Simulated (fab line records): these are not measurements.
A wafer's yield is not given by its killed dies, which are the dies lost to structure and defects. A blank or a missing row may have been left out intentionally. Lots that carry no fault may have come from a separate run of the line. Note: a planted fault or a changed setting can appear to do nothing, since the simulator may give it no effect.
A struck lot beside a sound one :: flow gf180mcu :: 18 out of 602 route steps
Sound: the wafers L525.2, L525.3, L525.5. The struck wafers were L537.1, L537.4, L537.6. The cause is named last.
Per side, at each step with rows, come the tool, then ch with its chambers, and then its first start. Under that, the readings that differ: sound wafers :: struck wafers :: difference of the means :: sigmas: that difference in standard deviations of wafers without a fault.
alike: a reading whose means differ by less than 2 such deviations, as well as words and numbers matching on both sides. not compared: withheld readings; readings where some wafer has no value; bounds like >300 that might hide an equal value; numbers whose values overlap and for which the record gives no deviation.
Wherever a step has rows on one side only, a row that says differs or no value, or a row with sigmas, the two part there. Non-overlapping numbers with no deviation appear without sigmas and do not part them. Lack of a reading on every wafer of one side parts them only where that side has two or more wafers.

first, 3 steps without rows for these wafers: GF_V3_EXPOSE_11 (exposes mask Via3, target cd 260 nm); GF_V3_PEB_12 (peb time 90 s); GF_V3_DEVELOP_13 (develop time 60 s).
GF_V3_CD_MEAS_14: the cd target is 260 nm.
  sound on cdSem-02 at day 25 07:14; struck on cdSem-01 at day 29 00:04
  alike: cdNm
GF_V3_OVL_MEAS_15:
  sound on overlay-01 at day 25 07:20; struck on overlay-01 at day 29 00:11
  alike: V3_OVL
GF_V3_ETCH_16: etches BARC in N2/H2.
  sound on rieDiel-04 ch 0,2, day 25 07:22; struck on rieDiel-04 ch 0,2, day 29 00:13
reading: chamberPressureMTorr (mTorr)
sound: 29.984 29.954 29.990
struck: 29.990 30.072 30.033
difference: +0.056
sigmas: +2
  alike: drypumpMotorCurrentA, oesProductAu, throttleValvePct
GF_V3_ETCH_17: etches SiO2 in C4F8/O2/Ar, stops on TiN, target depth 635 nm.
  sound on rieDiel-04 ch 0,2; struck on rieDiel-04 ch 0,2
  alike: chamberPressureMTorr, oesProductAu
GF_V3_STRIP_18: strips in O2/N2.
  sound on plasmaAsher-02 ch 0,1, day 25 07:29; struck on plasmaAsher-02 ch 1, day 29 00:20
  alike: chamberPressureMTorr, drypumpMotorCurrentA, heaterPowerW, oesProductAu, platenTempC
  not compared: rfHoursCounterH
then, 3 steps without rows for these wafers: GF_V3_STRIP_19 (strips in post etch residue remover, time 1200 s); GF_V3_CLEAN_20 (cleans in DIW); GF_V3_SPUTTER_21 (material Ti, target thk 15 nm, time 80.02 s).
GF_V3_SPUTTER_22: material TiN, target thk 10 nm, time 40 s.
  sound on pvdSputter-01 at day 25 08:05; struck on pvdSputter-04 at day 29 00:57
  alike: throttleValvePct
GF_V3_CVD_23: deposits W, target thk 350 nm, time 104.9 s.
  sound on cvdW-02 ch 1, day 25 08:08; struck on cvdW-02 ch 0,1, day 29 00:59
reading: susceptorTempC (C)
sound: 400.08 399.74 399.92
struck: 410.74 410.92 410.69
difference: +10.87
sigmas: +49

reading: model.W_of_V3_CVD_23.thkNm (nm)
sound: 351.4 355.7 353.4
struck: 424.9 421.3 433.2
difference: +73.0
sigmas: 
  alike: heaterPowerW
GF_V3_RS_MEAS_24: a four-point-probe measurement.
  sound on filmMetro-04 at day 25 08:16; struck on filmMetro-03 at day 29 01:06
reading: V3_W_RS (ohm/sq)
sound: 0.326 0.321 0.324
struck: 0.270 0.273 0.265
difference: -0.054
sigmas: -16
GF_V3_THK_MEAS_25: measures by xrf.
  sound on filmMetro-04 at day 25 08:22; struck on filmMetro-03 at day 29 01:13
reading: V3_W_THK (nm)
sound: 345 347 348
struck: 407 402 415
difference: +61
sigmas: +11
GF_V3_CMP_26: polishes, stops on SiO2, t overpolish 15 s, target thk 0 nm.
  sound on cmp-02 ch 0,2,3, day 25 08:25; struck on cmp-02 ch 0,1,3, day 29 01:23
reading: timeToEndpointS (s)
sound: 85 82 82
struck: 106 107 106
difference: +23
sigmas: +6
  alike: headPressurePsi, motorCurrentA, slurryFilterDpKPa
GF_M4_SPUTTER_00: material Ti, target thk 37.5 nm, time 150 s.
  sound on pvdSputter-01 at day 25 08:43; struck on pvdSputter-01 at day 29 01:35
  alike: substrateTempC, throttleValvePct
GF_PASSIVATION_PROBE_99:
  the record holds rows for the sound wafers here (prober-02, day 31 11:00) but none for the struck ones

## WHERE THEY PART
At GF_V3_ETCH_16 first; at GF_PASSIVATION_PROBE_99 last (within this record only).

WHY: what had been put in by the simulator
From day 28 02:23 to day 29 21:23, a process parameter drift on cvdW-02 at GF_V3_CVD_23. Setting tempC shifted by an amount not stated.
